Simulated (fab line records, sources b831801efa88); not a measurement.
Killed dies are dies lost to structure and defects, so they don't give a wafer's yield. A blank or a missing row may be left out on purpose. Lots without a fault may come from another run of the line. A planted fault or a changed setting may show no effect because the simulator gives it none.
Chamber matching | flow sky130 | SKY_CONTACT_CMP_27 on cmp-02: 4 sister chambers
The step polishes, stops on SiO2, t overpolish 15 s, target thk 0 nm. 4 wafers are shown with their chamber, then 8 later ones without.

WAFERS WITH THEIR CHAMBER
wafer  | chamber | motor_current_A (A)
L829.2 | 2       | 12.1
L832.6 | 1       | 12.1
L839.4 | 0       | 9.4
L840.2 | 3       | 10.6

WAFERS WITHOUT THEIR CHAMBER
wafer  | motor_current_A (A)
L840.3 | 9.4
L840.4 | 11.6
L842.1 | 12.2
L842.2 | 9.3
L842.3 | 10.9
L844.2 | 11.8
L844.4 | 9.6
L844.5 | 9.1

WHICH CHAMBER EACH WENT THROUGH
wafer  | from the rows above          | in truth
L840.3 | 0                            | 0
L840.4 | can't be placed: 1 or 2 or 3 | 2
L842.1 | can't be placed: 1 or 2      | 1
L842.2 | 0                            | 0
L842.3 | 3                            | 3
L844.2 | can't be placed: 1 or 2      | 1
L844.4 | 0                            | 0
L844.5 | 0                            | 0
Placed correctly: 5 of 8. Can't be placed from these rows: 3 (the true chamber is among the candidates in 3). Placed wrongly: 0.
How it was worked out, from the rows above alone: a wafer's distance from a chamber is the root of the sum, over the readings, of the square of ((its reading less the chamber's mean) divided by the reading's scatter). The wafer belongs to the nearest chamber; if the next one is less than 2 further off, it can't be placed. A chamber's mean is the mean of its shown wafers. The scatter: with one shown wafer a chamber, the root of the mean of the squares of how far each hidden wafer lies from its nearest shown one.
